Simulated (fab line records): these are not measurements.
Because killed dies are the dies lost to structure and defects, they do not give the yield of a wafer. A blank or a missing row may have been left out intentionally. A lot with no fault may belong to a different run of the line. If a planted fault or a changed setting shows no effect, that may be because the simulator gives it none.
One fault through the eyes of 2 desks | flow sky130 | numbers are kept per desk, each desk with only its own; the story behind them comes last

== DESK OF THE TOOL OWNER: pvd sputter-02 ==
The tool's own readings at SKY_METAL4_SPUTTER_01 (material TiN, target thk 20 nm, time 16.7 s): means of the sampled wafers that have a number, for each lot that ran on this tool. A lot is out of limits, marked OUT, if its mean lies more than 4 standard deviations from the usual mean; the brackets give that distance.
Columns: A = chamber pressure pa at SKY_METAL4_SPUTTER_01, usual 0.4000 Pa; B = throttle valve pct at SKY_METAL4_SPUTTER_01, usual 29.7 %
lot  | first seen here | A      | B
L849 | day 39 21:04    | 0.3999 | 29.8
L852 | day 41 23:08    | 0.3994 | 29.7
L857 | day 42 07:43    | 0.4006 | 29.9
L856 | day 42 10:42    | 0.4003 | 29.9
This desk's finding: nothing out of limits on any of the 4 lots.

== FROM THE METROLOGY DESK ==
Means of the sampled wafers that have a number, per lot and without regard to the tool the lot ran on: this is what the gauges read. A lot is out of limits, marked OUT, if its mean lies more than 4 standard deviations from the usual mean; the brackets give that distance.
Columns: A = VIA3_W_RS at SKY_VIA3_RS_MEAS_22, usual 0.294 ohm/sq; B = VIA3_W_THK at SKY_VIA3_THK_MEAS_23, usual 393 nm
lot  | first seen here | A     | B
L849 | day 39 20:33    | 0.293 | 395
L852 | day 41 22:40    | 0.292 | 390
L857 | day 42 07:14    | 0.289 | 408
L856 | day 42 10:14    | 0.296 | 396
L865 | day 44 12:10    | 0.288 | 398
L870 | day 46 00:34    | 0.295 | 393
This desk's finding: nothing out of limits on any of the 6 lots.

== BROUGHT TOGETHER ==
Nothing out of limits was seen by the tool owner's desk.
At the metrology desk, nothing out of limits was observed.

== WHAT HAD BEEN PUT IN BY THE SIMULATOR ==
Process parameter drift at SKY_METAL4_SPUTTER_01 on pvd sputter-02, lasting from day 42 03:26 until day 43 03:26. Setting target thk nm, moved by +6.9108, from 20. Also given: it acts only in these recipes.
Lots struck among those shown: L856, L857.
